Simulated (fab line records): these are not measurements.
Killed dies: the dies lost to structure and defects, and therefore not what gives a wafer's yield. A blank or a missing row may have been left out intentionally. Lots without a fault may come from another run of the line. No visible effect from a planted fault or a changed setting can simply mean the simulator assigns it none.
A single fault, viewed from 2 desks | flow gf180mcu | each desk has only its own numbers; what lay behind them comes last

## FOR THE TOOL OWNER'S DESK: cmp-02
The tool's own readings at GF_V1_CMP_04 (polishes SiO2): means of the sampled wafers that have a number, for each lot that ran on this tool. Any lot whose mean is over 4 standard deviations away from the usual mean is out of limits and marked OUT; that distance is given in the brackets.
Columns: A = motor current A at GF_V1_CMP_04, usual 12.2 A; B = time to endpoint s at GF_V1_CMP_04, usual 81 s
lot  | first seen here | A    | B
L500 | day 17 14:58    | 12.3 | 81
L506 | day 19 16:55    | 11.8 | 82
L508 | day 20 11:44    | 12.3 | 80
L511 | day 21 15:39    | 11.9 | 101
L519 | day 24 12:53    | 11.8 | 86
L521 | day 25 00:03    | 12.3 | 80
This desk's finding: nothing out of limits on any of the 6 lots.

## AT THE METROLOGY DESK
Means of the sampled wafers that have a number, per lot and without regard to the tool the lot ran on: this is what the gauges read. Any lot whose mean is over 4 standard deviations away from the usual mean is out of limits and marked OUT; that distance is given in the brackets.
Columns: A = cd nm at GF_CONTACT_CD_MEAS_14, usual 220.1 nm; B = V1_BOW at GF_V1_BOW_MEAS_05, usual 82 um
lot  | first seen here | A     | B
L500 | day 16 13:37    | 219.6 | 83
L502 | day 17 03:14    | 221.2 | 85
L504 | day 18 04:06    | 220.6 | 78
L506 | day 18 14:26    | 218.8 | 77
L508 | day 19 08:56    | 222.3 | 84
L511 | day 20 13:16    | 220.7 | 73
L518 | day 23 10:49    | 219.7 | 73
L519 | day 23 12:19    | 220.8 | 86
L521 | day 23 23:59    | 219.4 | 88
L520 | day 24 00:54    | 219.6 | 94
L522 | day 24 05:48    | 218.4 | 77
This desk's finding: nothing out of limits on any of the 11 lots.

## BROUGHT TOGETHER
The tool owner's desk saw nothing out of limits.
Nothing out of limits was seen by the metrology desk.

## WHAT THE SIMULATOR HAD INSERTED
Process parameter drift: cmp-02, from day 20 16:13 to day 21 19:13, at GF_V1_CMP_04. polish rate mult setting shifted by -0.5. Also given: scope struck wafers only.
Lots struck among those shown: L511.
